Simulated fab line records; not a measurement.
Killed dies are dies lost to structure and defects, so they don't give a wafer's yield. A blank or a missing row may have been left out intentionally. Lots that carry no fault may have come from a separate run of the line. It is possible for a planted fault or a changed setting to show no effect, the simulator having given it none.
One fault through the eyes of 2 desks -- flow gf180mcu -- every desk sees just its own numbers, and what lay behind them comes last

## TOOL OWNER'S DESK, implanter-01
GF_VT_IMPLANT_IMPLANT_08, tool's own readings: per-lot mean of the sampled wafers with a number, covering each lot this tool ran. The brackets show how far a lot's mean lies from the usual mean; more than 4 standard deviations puts the lot out of limits, marked OUT.
Columns: A = tiltDeg at GF_VT_IMPLANT_IMPLANT_08, usual 6.997 degrees
lot,first seen here,A
L542,day 5 21:42,6.981
L543,day 6 04:31,7.023
L547,day 7 07:17,6.995
L548,day 7 13:19,6.969
L560,day 10 14:02,6.530 (-22) OUT
L563,day 11 04:58,6.503 (-24) OUT
This desk's finding: out of limits on L560, L563; first on L560, day 10 14:02 (tiltDeg at GF_VT_IMPLANT_IMPLANT_08). L542, L543, L547, L548: within limits.

## METROLOGY DESK
Means of the sampled wafers that have a number, per lot and without regard to the tool the lot ran on: this is what the gauges read. The brackets show how far a lot's mean lies from the usual mean; more than 4 standard deviations puts the lot out of limits, marked OUT.
Columns: A = SAB_OVL at GF_SAB_OVL_MEAS_10, usual -0.6 nm; B = CONTACT_BOW at GF_CONTACT_BOW_MEAS_05, usual 65 um
lot,first seen here,A,B
L541,day 15 04:50,-1.8,67
L542,day 15 15:37,-0.1,56
L543,day 15 19:14,-0.1,66
L544,day 16 05:59,-0.4,61
L545,day 16 17:08,0.1,62
L547,day 17 12:01,-0.1,76
L548,day 17 21:44,-1.7,72
L549,day 18 03:44,-2.1,65
L550,day 18 08:02,-1.3,65
L551,day 19 00:07,0.1,60
L552,day 19 05:17,-1.5,67
L560,day 22 05:19,-0.3,59
L563,day 22 19:52,0.2,62
L564,day 23 06:36,-2.9,63
This desk's verdict: no lot among the 14 shows anything out of limits.

## ALL TOGETHER
At day 10 14:02, on L560, L563, the tool owner's desk was in a position to raise an alarm.
At the metrology desk, nothing out of limits was observed.
The metrology desk has L560, L563 on record, within its limits.
All the named lots went through GF_VT_IMPLANT_IMPLANT_08 on implanter-01.

## WHAT HAD BEEN PUT IN BY THE SIMULATOR
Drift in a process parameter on implanter-01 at GF_VT_IMPLANT_IMPLANT_08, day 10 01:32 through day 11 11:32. The setting tiltDeg was moved by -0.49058, starting from 7. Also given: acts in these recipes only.
Struck lots among those shown: L560, L563.
Delay in hours, fault start to first out-of-limits reading, by desk: the tool owner's desk at 12.
